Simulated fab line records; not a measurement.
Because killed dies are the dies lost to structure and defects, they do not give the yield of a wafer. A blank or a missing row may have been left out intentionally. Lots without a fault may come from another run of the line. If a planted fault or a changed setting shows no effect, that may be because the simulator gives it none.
One fault through the eyes of 2 desks ; flow gf180mcu ; every desk sees just its own numbers, and what lay behind them comes last

DESK OF THE TOOL OWNER: cmp-01
The tool's own readings at GF_V5_CMP_26 (polishes, stops on SiO2, t overpolish 15 s, target thk 0 nm): means of the sampled wafers that have a number, for each lot that ran on this tool. A lot is out of limits, marked OUT, if its mean lies more than 4 standard deviations from the usual mean; the brackets give that distance.
Columns: A = motor_current_A at GF_V5_CMP_26, usual 11.0 A; B = overpolish_run_s at GF_V5_CMP_26, usual 14.999 s; C = time_to_endpoint_s at GF_V5_CMP_26, usual 84 s
lot;first seen here;A;B;C
L524;day 27 17:39;10.2;14.996;84
L525;day 28 01:18;12.2;14.991;88
L527;day 29 09:31;11.9;15.004;81
L531;day 30 08:38;11.7;5.017 (-99 or more) OUT;114 (+9.5) OUT
L533;day 30 12:22;11.0;10.010 (-99 or more) OUT;100 (+4.9) OUT
This desk finds L531, L533 out of limits, L531 being first, at day 30 08:38 (overpolish_run_s at GF_V5_CMP_26). Within limits: L524, L525, L527.

THE METROLOGY DESK
What the gauges read for every lot (on any tool): the sampled wafers with a number, averaged. A lot is out of limits, marked OUT, if its mean lies more than 4 standard deviations from the usual mean; the brackets give that distance.
Columns: A = V5_CVD_02_THK at GF_V5_THK_MEAS_03, usual 1443 nm
lot;first seen here;A
L522;day 26 10:29;1456
L523;day 26 17:23;1457
L524;day 26 19:47;1475
L525;day 27 03:26;1444
L527;day 28 12:28;1449
L531;day 29 12:20;1425
L533;day 29 16:07;1426
L537;day 31 07:04;1427
L543;day 32 19:14;1433
L545;day 32 22:50;1436
This desk's verdict: no lot among the 10 shows anything out of limits.

BROUGHT TOGETHER
On L531, L533, at day 30 08:38, an alarm was possible from the tool owner's desk.
From the metrology desk's view, nothing was out of limits.
The metrology desk holds a record of L531, L533, inside its limits.
All the named lots went through GF_V5_CMP_26 on cmp-01.

WHAT THE SIMULATOR PUT IN
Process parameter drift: cmp-01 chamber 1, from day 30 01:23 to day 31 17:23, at GF_V5_CMP_26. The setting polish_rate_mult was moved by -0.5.
Lots struck among those shown: L531, L533.
Time in hours from fault onset to the first out-of-limits reading at each desk: the tool owner's desk, 7.
